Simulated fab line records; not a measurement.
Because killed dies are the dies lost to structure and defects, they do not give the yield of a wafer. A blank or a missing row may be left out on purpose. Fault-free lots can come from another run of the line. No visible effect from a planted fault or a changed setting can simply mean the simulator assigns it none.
Comparing a struck lot with a sound one ; flow sky130 ; 43 steps out of a route of 708
Sound: wafers L108.1, L108.3, L108.6. Wafers L121.1, L121.2, L121.3 were the ones struck. The cause is named last.
At each step with rows: each side's tool, then ch and its chambers, then its first start. Under that, the readings that differ: sound wafers ; struck wafers ; difference of the means ; sigmas: that difference in standard deviations of wafers without a fault.
alike: same words and numbers on both sides, and readings whose means sit less than 2 such deviations apart. not compared: any withheld reading, any reading some wafer has no value for, any bound like >300 that may hide the same value, and any number with overlapping values for which the record gives no deviation.
A row with sigmas, a row that says differs or no value, or rows on one side alone: a step with any of these is where the two part. Non-overlapping numbers with no deviation appear without sigmas and do not part them. A reading missing from all wafers of one side parts the sides only when that side holds two or more wafers.

first, 5 steps without rows for these wafers: SKY_SONOS_ONO_COAT_08 (resist thk 1140 nm); SKY_SONOS_ONO_SOFTBAKE_09 (time 60 s); SKY_SONOS_ONO_EXPOSE_10 (exposes mask ONOM, target cd 410 nm); SKY_SONOS_ONO_PEB_11; SKY_SONOS_ONO_DEVELOP_12 (develop time 60 s).
SKY_SONOS_ONO_CD_MEAS_13: the cd target is 410 nm.
  sound on cd_sem-02, day 13 11:12; struck on cd_sem-02, day 17 21:40
  alike: cd_nm
SKY_SONOS_ONO_OVL_MEAS_14:
  sound on overlay-02, day 13 11:19; struck on overlay-01, day 17 21:47
  alike: SONOS_ONO_OVL
SKY_SONOS_ONO_ETCH_15: etches the open film in CHF3/O2, target depth 19.52 nm, time 7.8 s.
  sound on rie_diel-01 ch 2,3, day 13 11:22; struck on rie_diel-04 ch 0,1,2, day 17 21:49
reading;sound;struck;difference;sigmas
oes_product_au (a.u.);1.031 1.015 1.010;0.982 0.996 0.988;-0.030;-2
throttle_valve_pct (%);8.843 8.829 8.834;8.808 8.827 8.809;-0.021;-2
  alike: bias_w, drypump_motor_current_A
  not compared: rf_hours_counter_h
then, 1 step without rows for these wafers: SKY_SONOS_ONO_WET_ETCH_16 (etches SiO2 in dHF, target depth 14 nm, time 280 s).
SKY_SONOS_ONO_STRIP_17: strips in O2/N2.
  sound on plasma_asher-02 ch 0,1, day 13 11:28; struck on plasma_asher-03 ch 0,1, day 17 21:56
reading;sound;struck;difference;sigmas
drypump_motor_current_A (A);6.1 6.1 5.6;4.9 5.0 4.9;-1.0;-3
  alike: oes_product_au, strip_time_to_endpoint_s
  not compared: rf_hours_counter_h
then, 2 steps without rows for these wafers: SKY_SONOS_ONO_WET_ETCH_18 (etches Si3N4 in H3PO4, target depth 15 nm, time 172 s); SKY_GATE_OXIDE_CLEAN_00 (cleans in SC1/SC2, time 150 s).
SKY_GATE_OXIDE_OXIDATION_01: stabilise 600 s, purge 300 s, target thk 10.268 nm.
  sound on furnace-02 ch 0, day 13 12:40; struck on furnace-02 ch 0, day 17 23:18
SKY_GATE_OXIDE_THK_MEAS_02:
  sound on film_metro-01, day 13 14:05; struck on film_metro-01, day 18 00:42
  alike: GATE_OXIDE_OXIDATION_00_THK
then, 7 steps without rows for these wafers: SKY_GATE_OXIDE_DEHYDRATE_03 (time 60 s); SKY_GATE_OXIDE_HMDS_04 (prime time 60 s); SKY_GATE_OXIDE_COAT_05 (resist thk 1140 nm); SKY_GATE_OXIDE_SOFTBAKE_06 (time 57.34 s); SKY_GATE_OXIDE_EXPOSE_07 (exposes mask LVOM, target cd 600 nm); SKY_GATE_OXIDE_PEB_08; SKY_GATE_OXIDE_DEVELOP_09 (develop time 60 s).
SKY_GATE_OXIDE_OVL_MEAS_10:
  sound on overlay-02, day 14 16:02; struck on overlay-02, day 19 06:07
  alike: GATE_OXIDE_OVL
then, 2 steps without rows for these wafers: SKY_GATE_OXIDE_IMPLANT_11; SKY_GATE_OXIDE_WET_ETCH_12 (etches SiO2 in dHF, target depth 16.8 nm, time 336 s).
SKY_GATE_OXIDE_STRIP_13: strips in O2/N2.
  sound on plasma_asher-02 ch 0,1, day 14 16:19; struck on plasma_asher-01 ch 0,1, day 19 06:31
  alike: drypump_motor_current_A, oes_product_au, strip_time_to_endpoint_s
  not compared: rf_hours_counter_h
SKY_GATE_OXIDE_TW_MEAS_14:
  sound on film_metro-02, day 14 16:25; struck on film_metro-02, day 19 06:37
  alike: GATE_OXIDE_TW
then, 3 steps without rows for these wafers: SKY_GATE_OXIDE_CLEAN_15 (cleans in SC1/SC2, time 150 s); SKY_GATE_OXIDE_OXIDATION_16 (stabilise 600 s, purge 300 s, target thk 3.57 nm); SKY_POLY_GATE_CVD_00 (deposits poly-Si, target thk 180 nm, time 720 s).
SKY_POLY_GATE_THK_MEAS_01:
  sound on film_metro-03, day 14 20:26; struck on film_metro-03, day 19 12:47
  alike: POLY_GATE_CVD_00_THK
then, 8 steps without rows for these wafers: SKY_RES_PROTECT_DEHYDRATE_00 (time 60 s); SKY_RES_PROTECT_HMDS_01 (prime time 60 s); SKY_RES_PROTECT_COAT_02 (resist thk 1140 nm); SKY_RES_PROTECT_SOFTBAKE_03 (time 60 s); SKY_RES_PROTECT_EXPOSE_04 (exposes mask RPM, target cd 1270 nm); SKY_RES_PROTECT_PEB_05; SKY_RES_PROTECT_DEVELOP_06 (develop time 60 s); SKY_POLY_GATE_IMPLANT_02.
SKY_RES_PROTECT_STRIP_07: strips in O2/N2.
  sound on plasma_asher-01 ch 0,1, day 15 23:43; struck on plasma_asher-01 ch 0,1, day 20 20:01
reading;sound;struck;difference;sigmas
strip_time_to_endpoint_s (s);23.20 23.22 23.23;23.34 23.30 23.31;+0.10;+2
  alike: drypump_motor_current_A, oes_product_au
  not compared: rf_hours_counter_h
SKY_RES_PROTECT_TW_MEAS_08:
  sound on film_metro-02, day 15 23:49; struck on film_metro-03, day 20 20:07
reading;sound;struck;difference;sigmas
POLY_GATE_TW;4060 4037 4045;4003 3986 3998;-52;-2
then, 2 steps without rows for these wafers: SKY_RES_PROTECT_CLEAN_09 (cleans in SC1/SC2, time 150 s); SKY_POLY_GATE_CVD_03 (deposits Si3N4 from DCS/NH3, target thk 75 nm, time 1290 s).
-- here the record skips 29 days between the struck wafers' starts before and after, leaving off in module POLY_GATE and picking up in module PAD_OPEN (first step shown: number 708 of the route) --
SKY_PAD_OPEN_PROBE_99:
  sound on prober-02, day 46 14:40; struck on prober-01, day 49 20:29
reading;sound;struck;difference;sigmas
model.etest.cap_thick_oxide.gate_bv_v (V);15.62 16.04 15.89;13.25 13.47 13.37;-2.49;
model.etest.diode_nwell_sub.leak_log10_a_cm2;-7.092 -7.294 -7.325;-6.13 -6.405 -6.576;+0.87;
model.etest.diode_dnwell_sub.leak_log10_a_cm2;-7.278 -7.493 -7.087;-6.091 -6.221 -6.267;+1.093;
model.etest.diode_pwell_dnwell.leak_log10_a_cm2;-7.435 -7.679 -7.76;-6.684 -6.638 -6.659;+0.964;
model.etest.diode_pdiff_nwell_hv.leak_log10_a_cm2;-6.783 -6.603 -6.717;-6.059 -6.289 -6.162;+0.531;
model.etest.diode_ndiff_pwell.leak_log10_a_cm2;-7.156 -7.074 -7.272;-6.962 -6.744 -7.064;+0.244;
model.etest.cap_thick_oxide.gate_log10_a_cm2;-7.082 -7.176 -7.089;-6.575 -6.42 -6.365;+0.662;
  alike: killed_at_M0_to_M3, killed_at_M4_up, killed_at_contacts, killed_at_front_end, killed_at_other, killed_dies, killed_open, killed_short
  not compared: model.etest.diode_ndiff_pwell_hv.leak_log10_a_cm2

== WHERE THEY PART ==
Last at SKY_RES_PROTECT_TW_MEAS_08 as far as this record goes, first at SKY_SONOS_ONO_ETCH_15. Later steps at which nothing parts them and some readings are alike: SKY_PAD_OPEN_PROBE_99.

WHY: whatever the simulator had introduced
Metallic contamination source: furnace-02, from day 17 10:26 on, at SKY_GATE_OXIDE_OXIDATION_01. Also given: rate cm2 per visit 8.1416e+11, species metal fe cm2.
